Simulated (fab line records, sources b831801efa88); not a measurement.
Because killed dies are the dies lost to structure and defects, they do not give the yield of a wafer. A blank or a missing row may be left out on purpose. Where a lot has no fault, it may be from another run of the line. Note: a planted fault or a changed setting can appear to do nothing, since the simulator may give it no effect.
2 desks, one fault :: flow sky130 :: each desk holds nothing but its own numbers, with what lay behind them at the end

== THE TOOL OWNER'S DESK: implanter-04 ==
The tool's own readings at SKY_NWELL_IMPLANT_12: means of the sampled wafers that have a number, for each lot that ran on this tool. A lot is out of limits, marked OUT, if its mean lies more than 4 standard deviations from the usual mean; the brackets give that distance.
Columns: A = beam-on-s at SKY_NWELL_IMPLANT_12, usual 10.01 s; B = dose-ions-cm2 at SKY_NWELL_IMPLANT_12, usual 1.3e+12; C = faraday-current-uA at SKY_NWELL_IMPLANT_12, usual 7.32
lot: L630
first seen here: day 6 05:16
A: 9.67
B: 1.3e+12
C: 7.54

lot: L632
first seen here: day 6 13:50
A: 9.98
B: 1.4e+12 (+58) OUT
C: 7.75

lot: L636
first seen here: day 7 10:53
A: 10.02
B: 1.4e+12 (+60) OUT
C: 7.69

lot: L647
first seen here: day 10 13:55
A: 10.19
B: 1.3e+12
C: 7.18
This desk's finding: out of limits on L632, L636; first on L632, day 6 13:50 (dose-ions-cm2 at SKY_NWELL_IMPLANT_12). In limits: L630, L647.

== THE METROLOGY DESK ==
What the gauges read, lot by lot, whatever tool the lot ran on: means of the sampled wafers that have a number. A lot is out of limits, marked OUT, if its mean lies more than 4 standard deviations from the usual mean; the brackets give that distance.
Columns: A = FIELD_ISO_CVD_24_THK at SKY_FIELD_ISO_THK_MEAS_25, usual 592 nm; B = PWDE_RS at SKY_NWELL_RS_MEAS_31, usual 5274 ohm/sq
lot: L625
first seen here: day 2 15:43
A: 591
B: 5287

lot: L627
first seen here: day 3 00:48
A: 589
B: 5270

lot: L630
first seen here: day 3 18:10
A: 588
B: 5261

lot: L631
first seen here: day 3 22:29
A: 595
B: 5285

lot: L632
first seen here: day 4 02:02
A: 594
B: 5272

lot: L636
first seen here: day 4 22:14
A: 596
B: 5283

lot: L637
first seen here: day 5 04:21
A: 592
B: 5248

lot: L639
first seen here: day 5 14:10
A: 590
B: 5295

lot: L643
first seen here: day 6 13:10
A: 594
B: 5268

lot: L644
first seen here: day 6 17:14
A: 592
B: 5291

lot: L645
first seen here: day 7 00:04
A: 589
B: 5287

lot: L646
first seen here: day 7 07:11
A: 597
B: 5242

lot: L647
first seen here: day 7 15:25
A: 586
B: 5284
This desk's finding: nothing out of limits on any of the 13 lots.

== BROUGHT TOGETHER ==
At day 6 13:50, on L632, L636, the tool owner's desk was in a position to raise an alarm.
Nothing out of limits was seen by the metrology desk.
The metrology desk has L632, L636 on record, within its limits.
Every lot named ran SKY_NWELL_IMPLANT_12 on implanter-04.

== WHAT WAS PUT IN BY THE SIMULATOR ==
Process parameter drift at SKY_NWELL_IMPLANT_12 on implanter-04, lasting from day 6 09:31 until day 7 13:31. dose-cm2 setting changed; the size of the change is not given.
Lots struck among those shown: L632, L636.
Hours from the fault's start to each desk's first reading out of limits: the tool owner's desk, 4.
